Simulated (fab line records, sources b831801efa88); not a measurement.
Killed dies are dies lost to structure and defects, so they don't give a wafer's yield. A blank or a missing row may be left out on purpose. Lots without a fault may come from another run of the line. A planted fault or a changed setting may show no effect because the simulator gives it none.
Which tool did it? | flow sky130 | 15 lots, 45 wafers sampled, at 3 steps of a route of 708

WHAT THE GAUGES READ, wafer by wafer
SKY_LDD_P_CD_MEAS_07: target cd 380 nm. Usual: cd_nm 380.0 nm, standard deviation 2.6.
lot  | measured     | on        | cd_nm (nm)        | flag
L922 | day 19 04:47 | cd_sem-01 | 381.3 383.6 383.2 |
L923 | day 19 11:04 | cd_sem-01 | 376.9 377.9 378.2 |
L924 | day 19 18:46 | cd_sem-01 | 379.9 377.8 378.4 |
L925 | day 19 22:31 | cd_sem-01 | 377.5 377.8 377.5 |
L926 | day 20 09:34 | cd_sem-01 | 380.1 379.6 378.9 |
L927 | day 20 18:00 | cd_sem-01 | 263.5 261.3 265.4 | OFF
L928 | day 21 05:05 | cd_sem-01 | 381.3 382.9 383.1 |
L929 | day 22 02:54 | cd_sem-01 | 292.1 293.4 292.8 | OFF
L930 | day 22 03:59 | cd_sem-01 | 290.4 291.2 291.3 | OFF
L931 | day 22 04:30 | cd_sem-01 | 291.6 292.6 293.5 | OFF
L932 | day 22 09:41 | cd_sem-01 | 380.4 380.1 378.4 |
L937 | day 24 08:20 | cd_sem-01 | 381.6 384.7 385.0 |
L940 | day 25 13:06 | cd_sem-01 | 373.7 375.9 372.6 |
L942 | day 26 03:31 | cd_sem-01 | 380.7 378.2 379.5 |
L943 | day 26 11:24 | cd_sem-01 | 378.1 381.9 380.3 |

SKY_CONTACT_OVL_MEAS_15. Usual: CONTACT_OVL 0 nm, standard deviation 4.4.
lot  | measured     | on         | CONTACT_OVL (nm) | flag
L922 | day 31 20:08 | overlay-01 | -2 -3 0          |
L923 | day 32 02:37 | overlay-01 | 0 4 4            |
L924 | day 32 06:55 | overlay-02 | 0 0 -10          |
L925 | day 32 13:40 | overlay-01 | -3 -5 2          |
L926 | day 32 20:37 | overlay-01 | 5 8 8            |
L927 | day 33 04:43 | overlay-02 | -5 2 -4          |
L928 | day 33 13:37 | overlay-01 | -5 2 -7          |
L929 | day 34 09:55 | overlay-01 | 5 10 6           |
L930 | day 34 12:04 | overlay-01 | -1 -4 -3         |
L931 | day 34 12:55 | overlay-02 | 5 5 1            |
L932 | day 34 16:10 | overlay-01 | -1 7 5           |
L937 | day 36 09:07 | overlay-01 | -3 -4 -2         |
L940 | day 37 09:25 | overlay-02 | -2 2 0           |
L942 | day 37 21:13 | overlay-01 | -4 -5 -2         |
L943 | day 38 06:16 | overlay-02 | -3 4 -4          |

WHICH TOOL RAN EACH LOT (tool, then ch and the chambers of the sampled wafers, then the start)
lot  | SKY_LDD_P_EXPOSE_04
L922 | iline_stepper-02 ch 0, day 18 13:31
L923 | iline_stepper-02 ch 0, day 18 19:34
L924 | iline_stepper-02 ch 0, day 19 02:52
L925 | iline_stepper-02 ch 0, day 19 06:58
L926 | iline_stepper-02 ch 0, day 19 18:21
L927 | iline_stepper-02 ch 0, day 20 02:28
L928 | iline_stepper-01 ch 0, day 20 13:51
L929 | iline_stepper-02 ch 0, day 21 11:21
L930 | iline_stepper-02 ch 0, day 21 12:55
L931 | iline_stepper-02 ch 0, day 21 13:31
L932 | iline_stepper-01 ch 0, day 21 18:09
L937 | iline_stepper-01 ch 0, day 23 17:34
L940 | iline_stepper-01 ch 0, day 24 22:04
L942 | iline_stepper-01 ch 0, day 25 12:55
L943 | iline_stepper-01 ch 0, day 25 20:38
- SKY_LDD_P_EXPOSE_04: exposes mask PSDM, target cd 380 nm.

WHAT THE TOOLS THEMSELVES READ (means of the sampled wafers that have a number; where no wafer has one, the mark that the record gives instead)
SKY_LDD_P_EXPOSE_04. Usual: exposure_dose_mJ_cm2 137.98, standard deviation 0.14.
lot  | tool             | exposure_dose_mJ_cm2 | flag
L922 | iline_stepper-02 | 137.99               |
L923 | iline_stepper-02 | 137.88               |
L924 | iline_stepper-02 | 138.04               |
L925 | iline_stepper-02 | 138.14               |
L926 | iline_stepper-02 | 137.97               |
L927 | iline_stepper-02 | 92.21                | OFF
L928 | iline_stepper-01 | 137.83               |
L929 | iline_stepper-02 | 101.54               | OFF
L930 | iline_stepper-02 | 101.72               | OFF
L931 | iline_stepper-02 | 101.51               | OFF
L932 | iline_stepper-01 | 138.04               |
L937 | iline_stepper-01 | 138.11               |
L940 | iline_stepper-01 | 137.90               |
L942 | iline_stepper-01 | 137.91               |
L943 | iline_stepper-01 | 137.98               |

THE ANSWER, worked out from the rows above alone
Rule: a lot is off if the mean of its wafers that have a number lies more than 3 standard deviations from the usual mean. A lot without any number at a reading at which 4 lots or more have one is off too. The other lots that the step has rows for count as sound. The gauges are gone through in route order, then the tools' own readings, and for those a lot's mean is taken as printed above. The first step at which some lot is off is used, and at that step the reading that is off furthest; a lot without a number counts as furthest.
Off: L927, L929, L930, L931, at SKY_LDD_P_CD_MEAS_07 (cd_nm).
A tool fits if, at a process step before that reading, it ran every lot that is off, and no sound lot after the first of them. The gauges at SKY_LDD_P_CD_MEAS_07 aren't tried: what is off there is off at SKY_LDD_P_EXPOSE_04 too, on other tools, and a gauge's error can't cause that. One fits: iline_stepper-02 at SKY_LDD_P_EXPOSE_04. Its last sound lot is L926 (day 19 18:21), its first lot that is off L927 (day 20 02:28): a fault that began between those two fits.
The tool's own readings at SKY_LDD_P_EXPOSE_04 bear it out: on the lots that are off they differ by more than 5 times the standard deviation of the sound lots' means. exposure_dose_mJ_cm2 reads 99.25 there against 137.98 on the sound lots.

WHAT THE SIMULATOR HAD PUT IN
Process parameter drift: iline_stepper-02, from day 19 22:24 on, at SKY_LDD_P_EXPOSE_04. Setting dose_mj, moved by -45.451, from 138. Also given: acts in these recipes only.
Lots struck among those shown: L927, L929, L930, L931. The rule above found the same.
